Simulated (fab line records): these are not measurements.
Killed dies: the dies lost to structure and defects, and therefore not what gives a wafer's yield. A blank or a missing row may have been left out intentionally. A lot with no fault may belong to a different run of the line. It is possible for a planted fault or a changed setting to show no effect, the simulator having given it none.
Which of the tools did it? :: flow gf180mcu :: 72 wafers from 24 lots sampled at 4 of the route's 602 steps

## WHAT THE GAUGES READ, wafer by wafer
GF_M2_OVL_MEAS_15.
lot: L074
measured: day 19 09:13
on: overlay-02
M2_OVL (nm): -9 -2 -3

lot: L075
measured: day 19 17:46
on: overlay-01
M2_OVL (nm): 1 3 6

lot: L076
measured: day 19 22:07
on: overlay-01
M2_OVL (nm): 6 0 -1

lot: L077
measured: day 20 06:40
on: overlay-01
M2_OVL (nm): 2 0 10

lot: L078
measured: day 20 19:52
on: overlay-01
M2_OVL (nm): -20 -6 -6

lot: L079
measured: day 21 00:52
on: overlay-02
M2_OVL (nm): 8 -1 5

lot: L080
measured: day 21 09:24
on: overlay-01
M2_OVL (nm): -3 -7 -5

lot: L081
measured: day 21 23:27
on: overlay-01
M2_OVL (nm): 4 -2 3

lot: L082
measured: day 22 07:55
on: overlay-01
M2_OVL (nm): -4 6 -2

lot: L083
measured: day 22 13:04
on: overlay-01
M2_OVL (nm): 2 2 2

lot: L084
measured: day 23 05:25
on: overlay-01
M2_OVL (nm): -5 -2 -4

lot: L085
measured: day 23 12:19
on: overlay-02
M2_OVL (nm): -9 -6 9

lot: L086
measured: day 23 19:53
on: overlay-01
M2_OVL (nm): -1 7 1

lot: L087
measured: day 24 02:00
on: overlay-01
M2_OVL (nm): 0 -1 -2

lot: L088
measured: day 24 12:03
on: overlay-01
M2_OVL (nm): -1 -2 -3

lot: L089
measured: day 24 19:34
on: overlay-01
M2_OVL (nm): 7 3 12

lot: L090
measured: day 24 23:41
on: overlay-02
M2_OVL (nm): -1 -3 -6

lot: L091
measured: day 25 08:38
on: overlay-01
M2_OVL (nm): 10 -2 10

lot: L092
measured: day 25 16:45
on: overlay-02
M2_OVL (nm): 1 -7 -8

lot: L093
measured: day 25 22:29
on: overlay-01
M2_OVL (nm): -11 -8 -3

lot: L094
measured: day 26 11:14
on: overlay-01
M2_OVL (nm): -6 -6 0

lot: L095
measured: day 26 16:52
on: overlay-02
M2_OVL (nm): -4 1 -4

lot: L096
measured: day 27 05:12
on: overlay-02
M2_OVL (nm): -2 1 -2

lot: L097
measured: day 27 12:08
on: overlay-01
M2_OVL (nm): -22 -14 -6

GF_V2_OVL_MEAS_15.
lot: L074
measured: day 20 10:45
on: overlay-01
V2_OVL (nm): 5 1 -1

lot: L075
measured: day 20 19:02
on: overlay-02
V2_OVL (nm): 4 3 1

lot: L076
measured: day 20 23:56
on: overlay-01
V2_OVL (nm): 1 4 0

lot: L077
measured: day 21 08:37
on: overlay-02
V2_OVL (nm): 6 2 8

lot: L078
measured: day 21 20:50
on: overlay-02
V2_OVL (nm): 11 2 2

lot: L079
measured: day 22 02:27
on: overlay-01
V2_OVL (nm): 2 -4 0

lot: L080
measured: day 22 10:27
on: overlay-02
V2_OVL (nm): 7 3 -1

lot: L081
measured: day 23 00:24
on: overlay-02
V2_OVL (nm): 10 3 10

lot: L082
measured: day 23 08:25
on: overlay-02
V2_OVL (nm): 9 -2 9

lot: L083
measured: day 23 13:13
on: overlay-01
V2_OVL (nm): -2 4 -5

lot: L084
measured: day 24 05:49
on: overlay-02
V2_OVL (nm): 13 8 9

lot: L085
measured: day 24 11:47
on: overlay-01
V2_OVL (nm): 8 12 26

lot: L086
measured: day 24 19:47
on: overlay-02
V2_OVL (nm): 2 1 9

lot: L087
measured: day 25 02:13
on: overlay-01
V2_OVL (nm): 0 4 2

lot: L088
measured: day 25 11:17
on: overlay-01
V2_OVL (nm): 7 10 8

lot: L089
measured: day 25 18:25
on: overlay-01
V2_OVL (nm): 9 8 7

lot: L090
measured: day 25 22:43
on: overlay-02
V2_OVL (nm): 16 6 8

lot: L091
measured: day 26 07:22
on: overlay-02
V2_OVL (nm): 2 5 9

lot: L092
measured: day 26 15:39
on: overlay-01
V2_OVL (nm): 4 2 13

lot: L093
measured: day 26 20:58
on: overlay-01
V2_OVL (nm): 6 -5 4

lot: L094
measured: day 27 09:17
on: overlay-02
V2_OVL (nm): 13 12 16

lot: L095
measured: day 27 14:00
on: overlay-02
V2_OVL (nm): 18 2 7

lot: L096
measured: day 28 02:15
on: overlay-01
V2_OVL (nm): 4 13 7

lot: L097
measured: day 28 09:26
on: overlay-01
V2_OVL (nm): 11 13 7

GF_M3_OVL_MEAS_15.
lot: L074
measured: day 21 12:44
on: overlay-01
M3_OVL (nm): -5 2 3

lot: L075
measured: day 21 20:22
on: overlay-01
M3_OVL (nm): 3 -1 -2

lot: L076
measured: day 22 01:28
on: overlay-02
M3_OVL (nm): 0 2 1

lot: L077
measured: day 22 09:47
on: overlay-02
M3_OVL (nm): -2 -3 4

lot: L078
measured: day 22 21:49
on: overlay-02
M3_OVL (nm): 2 4 3

lot: L079
measured: day 23 03:05
on: overlay-01
M3_OVL (nm): 1 -8 -9

lot: L080
measured: day 23 10:52
on: overlay-01
M3_OVL (nm): 6 9 2

lot: L081
measured: day 24 00:34
on: overlay-02
M3_OVL (nm): 8 10 6

lot: L082
measured: day 24 07:56
on: overlay-02
M3_OVL (nm): -5 -4 -5

lot: L083
measured: day 24 13:34
on: overlay-01
M3_OVL (nm): 2 0 -2

lot: L084
measured: day 25 06:03
on: overlay-01
M3_OVL (nm): -7 3 -12

lot: L085
measured: day 25 11:37
on: overlay-01
M3_OVL (nm): -7 -3 3

lot: L086
measured: day 25 19:19
on: overlay-02
M3_OVL (nm): -11 3 -6

lot: L087
measured: day 26 01:20
on: overlay-02
M3_OVL (nm): -4 -12 -5

lot: L088
measured: day 26 10:08
on: overlay-02
M3_OVL (nm): -7 -1 -13

lot: L089
measured: day 26 16:53
on: overlay-01
M3_OVL (nm): -7 1 1

lot: L090
measured: day 26 21:47
on: overlay-02
M3_OVL (nm): 0 0 3

lot: L091
measured: day 27 06:29
on: overlay-02
M3_OVL (nm): -1 2 3

lot: L092
measured: day 27 13:36
on: overlay-01
M3_OVL (nm): 0 -3 7

lot: L093
measured: day 27 18:59
on: overlay-02
M3_OVL (nm): -2 -7 -12

lot: L094
measured: day 28 07:28
on: overlay-01
M3_OVL (nm): -5 3 -1

lot: L095
measured: day 28 11:03
on: overlay-02
M3_OVL (nm): -2 1 0

lot: L096
measured: day 28 22:37
on: overlay-01
M3_OVL (nm): -6 -3 -3

lot: L097
measured: day 29 06:04
on: overlay-02
M3_OVL (nm): -8 -3 -9

GF_V3_OVL_MEAS_15.
lot: L074
measured: day 22 14:04
on: overlay-01
V3_OVL (nm): -3 7 8

lot: L075
measured: day 22 20:59
on: overlay-01
V3_OVL (nm): -11 -5 -9

lot: L076
measured: day 23 02:15
on: overlay-02
V3_OVL (nm): -7 1 0

lot: L077
measured: day 23 09:55
on: overlay-01
V3_OVL (nm): 9 -5 -1

lot: L078
measured: day 23 21:35
on: overlay-01
V3_OVL (nm): 1 0 -1

lot: L079
measured: day 24 03:31
on: overlay-01
V3_OVL (nm): -5 -7 -5

lot: L080
measured: day 24 10:42
on: overlay-02
V3_OVL (nm): -3 -9 -5

lot: L081
measured: day 25 00:27
on: overlay-02
V3_OVL (nm): -15 -14 -1

lot: L082
measured: day 25 06:34
on: overlay-01
V3_OVL (nm): -1 -2 -1

lot: L083
measured: day 25 12:55
on: overlay-01
V3_OVL (nm): 3 -1 3

lot: L084
measured: day 26 05:10
on: overlay-02
V3_OVL (nm): -9 -4 -12

lot: L085
measured: day 26 10:16
on: overlay-01
V3_OVL (nm): -5 1 -5

lot: L086
measured: day 26 17:38
on: overlay-02
V3_OVL (nm): 6 6 4

lot: L087
measured: day 26 23:18
on: overlay-02
V3_OVL (nm): 3 -5 -3

lot: L088
measured: day 27 07:53
on: overlay-01
V3_OVL (nm): 7 -5 -1

lot: L089
measured: day 27 14:31
on: overlay-02
V3_OVL (nm): -3 9 -10

lot: L090
measured: day 27 19:10
on: overlay-01
V3_OVL (nm): -6 -5 -5

lot: L091
measured: day 28 03:53
on: overlay-02
V3_OVL (nm): 0 0 -5

lot: L092
measured: day 28 10:11
on: overlay-02
V3_OVL (nm): -3 -4 7

lot: L093
measured: day 28 14:59
on: overlay-01
V3_OVL (nm): 1 -3 -5

lot: L094
measured: day 29 03:43
on: overlay-02
V3_OVL (nm): 0 -12 -1

lot: L095
measured: day 29 07:58
on: overlay-02
V3_OVL (nm): -8 10 1

lot: L096
measured: day 29 18:56
on: overlay-02
V3_OVL (nm): -6 -3 -3

lot: L097
measured: day 30 01:49
on: overlay-02
V3_OVL (nm): -4 -1 -1

## WHICH TOOL RAN EACH LOT (tool, then ch and the chambers of the sampled wafers, then the start)
The record holds no process step before these readings.

## WHAT THE TOOLS THEMSELVES READ (means of the sampled wafers that have a number; where no wafer has one, the mark that the record gives instead)
The record holds no such reading with a usual standard deviation.

## THE ANSWER, worked out from the rows above alone
Rule: usual is defined by the lots themselves. Put in order of their means at a reading, lots are off if they are a third of the lots or fewer, leave a main group of 4 or more, and stand apart from it by a gap of 3 or more times the standard deviation of the main group's means; of several such gaps the widest counts. Not used: any main group whose means are identical at the precision the tables above print for the reading. Also off: a lot with no number at a reading for which 4 or more lots have one. Where the step has rows for the other lots, those lots are counted as sound. The gauges are gone through in route order, then the tools' own readings, and for those a lot's mean is taken as printed above. At the first step where some lot is off, the reading lying furthest off is the one used; lots without a number count as furthest.
Nothing can be told from this: no lot is off at any reading shown.

## WHAT HAD BEEN PUT IN BY THE SIMULATOR
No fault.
